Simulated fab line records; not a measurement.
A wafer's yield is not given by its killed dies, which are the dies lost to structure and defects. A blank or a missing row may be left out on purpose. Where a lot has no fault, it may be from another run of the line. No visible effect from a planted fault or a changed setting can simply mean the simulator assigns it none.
2 desks, one fault ; flow gf180mcu ; each desk holds nothing but its own numbers, with what lay behind them at the end

== FOR THE TOOL OWNER'S DESK: pvd_sputter-04 ==
At GF_CONTACT_SPUTTER_23 (material TiN, target thk 10 nm, time 40 s) the tool's own readings: per lot run on this tool, the mean of the sampled wafers that have a number. Marked OUT: a lot whose mean sits more than 4 standard deviations from the usual mean, which makes it out of limits; the brackets give that distance.
Columns: A = cathode_dc_power_W at GF_CONTACT_SPUTTER_23, usual 4000.0 W; B = chamber_pressure_pa at GF_CONTACT_SPUTTER_23, usual 5.001 Pa; C = throttle_valve_pct at GF_CONTACT_SPUTTER_23, usual 30.5 %
lot;first seen here;A;B;C
L725;day 18 09:36;4000.7;5.004;29.0
L734;day 21 18:46;4000.0;4.992;30.2
This desk's finding: nothing out of limits on any of the 2 lots.

== THE METROLOGY DESK ==
Means of the sampled wafers that have a number, per lot and without regard to the tool the lot ran on: this is what the gauges read. Marked OUT: a lot whose mean sits more than 4 standard deviations from the usual mean, which makes it out of limits; the brackets give that distance.
Columns: A = cd_nm at GF_CONTACT_CD_MEAS_14, usual 219.8 nm; B = CONTACT_OVL at GF_CONTACT_OVL_MEAS_15, usual -3 nm
lot;first seen here;A;B
L722;day 17 15:50;219.4;-7
L725;day 18 08:56;219.4;-9
L734;day 21 18:08;219.6;6
L739;day 23 11:28;219.2;5
L742;day 24 00:41;221.8;-5
This desk's finding: nothing out of limits on any of the 5 lots.

== TAKEN TOGETHER ==
The tool owner's desk saw nothing out of limits.
Metrology desk: nothing out of limits seen.

== WHAT THE SIMULATOR HAD PUT IN ==
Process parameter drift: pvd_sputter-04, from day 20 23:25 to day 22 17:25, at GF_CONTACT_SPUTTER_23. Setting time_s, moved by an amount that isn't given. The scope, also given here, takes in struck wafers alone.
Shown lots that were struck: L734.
